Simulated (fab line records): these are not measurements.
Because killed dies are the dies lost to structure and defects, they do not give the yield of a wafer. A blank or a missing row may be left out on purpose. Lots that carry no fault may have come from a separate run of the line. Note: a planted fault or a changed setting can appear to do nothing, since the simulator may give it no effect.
Split-lot experiment ; flow sky130 ; on a route of 708 steps: 5 lots, 23 wafers read

## THE SPLIT ITSELF
At SKY_RES_PROTECT_COAT_02 (resist thk 1140 nm), the setting resistThkNm was moved away from the recipe's 1140 nm on 8 of the 23 wafers read, by -3.3% to +3.0%. All remaining wafers had this setting at the recipe value.

The reading comes from the split's own step.

## THE READING
NOVOLAK_of_RES_PROTECT_COAT_02.thkNm (the simulator's own value, which no gauge read), in nm, at SKY_RES_PROTECT_COAT_02 (resist thk 1140 nm). There is no usual value for it anywhere in the file. Across the 15 wafers here that went through the recipe, the average is 1139 nm and the standard deviation 3.2 nm.

wafer;tool, chamber at the split;resistThkNm as run, nm;against the recipe;NOVOLAK_of_RES_PROTECT_COAT_02.thkNm, nm;against lot-mates on the recipe
L074.1;lithoTrack-01, 0;1140;recipe;1146;-
L074.3;lithoTrack-01, 0;1140;recipe;1141;-
L074.4;lithoTrack-01, 0;1116;-2.1%;1120;-24
L074.5;lithoTrack-01, 0;1140;recipe;1145;-
L074.6;lithoTrack-01, 0;1116;-2.1%;1117;-27
L075.1;lithoTrack-02, 0;1174;+3.0%;1174;+35
L075.5;lithoTrack-02, 0;1174;+3.0%;1174;+35
L075.3;lithoTrack-02, 0;1140;recipe;1139;-
L075.4;lithoTrack-02, 0;1140;recipe;1139;-
L075.6;lithoTrack-02, 0;1140;recipe;1139;-
L078.2;lithoTrack-03, 0;1140;recipe;1139;-
L078.3;lithoTrack-03, 0;1106;-3.0%;1103;-35
L078.4;lithoTrack-03, 0;1140;recipe;1138;-
L078.5;lithoTrack-03, 0;1140;recipe;1137;-
L078.6;lithoTrack-03, 0;1106;-3.0%;1101;-37
L079.1;lithoTrack-02, 0;1140;recipe;1138;-
L079.2;lithoTrack-02, 0;1140;recipe;1141;-
L079.3;lithoTrack-02, 0;1140;recipe;1136;-
L081.2;lithoTrack-03, 0;1140;recipe;1135;-
L081.3;lithoTrack-03, 0;1140;recipe;1139;-
L081.4;lithoTrack-03, 0;1140;recipe;1134;-
L081.5;lithoTrack-03, 0;1102;-3.3%;1100;-36
L081.6;lithoTrack-03, 0;1102;-3.3%;1096;-40

THE FIT
A straight line over all 23 wafers: NOVOLAK_of_RES_PROTECT_COAT_02.thkNm changes by +11.9 nm for each +1% of resistThkNm; r = +0.99; the points scatter about the line by 3.2 nm.
The same after taking each lot's own level away (the mean of its wafers on the recipe; 23 wafers): +11.8 nm for each +1%; r = +1.00; scatter 1.7 nm.
That fit puts the effect of the largest move of resistThkNm on the reading at 39 nm.
The lots' own levels span 1136.0 to 1144.0 nm, that is 2.5 times the standard deviation above.
The two slopes agree, so the slope changes little with the lot-to-lot level.
Check: -39.9 nm against its lot-mates is what the line predicts for one of the wafers moved furthest among these (-3.3%) when that wafer is left out of the fit. It came out at -36 nm against them.

## THESE WAFERS: OTHER SPLITS
These wafers also went through other splits before the reading. Each is held against what the fit with the lots' levels taken away leaves over:
other split on the same wafers;wafers away from the commonest value;r with NOVOLAK_of_RES_PROTECT_COAT_02.thkNm (lot level and that fit taken away)
SKY_SONOS_ONO_EXPOSE_10 doseMj;6;-0.03
SKY_SONOS_ONO_ETCH_15 timeS;10;+0.12

## THE WHOLE CHAIN: every reading that the file lists as answering this split, in the file's order
step;what it does;reading;change (the file's fit);r (the file's)
SKY_RES_PROTECT_COAT_02;resist thk 1140 nm;NOVOLAK_of_RES_PROTECT_COAT_02.thkNm (the simulator's own value, which no gauge read);+11.7 nm for each +1% of the setting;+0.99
SKY_RES_PROTECT_STRIP_07;strips in O2/N2;stripTimeToEndpointS;withheld for each +1% of the setting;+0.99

## THE FILE'S OWN FIT
NOVOLAK_of_RES_PROTECT_COAT_02.thkNm changes by +11.7 nm for each +1% of resistThkNm, r = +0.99.
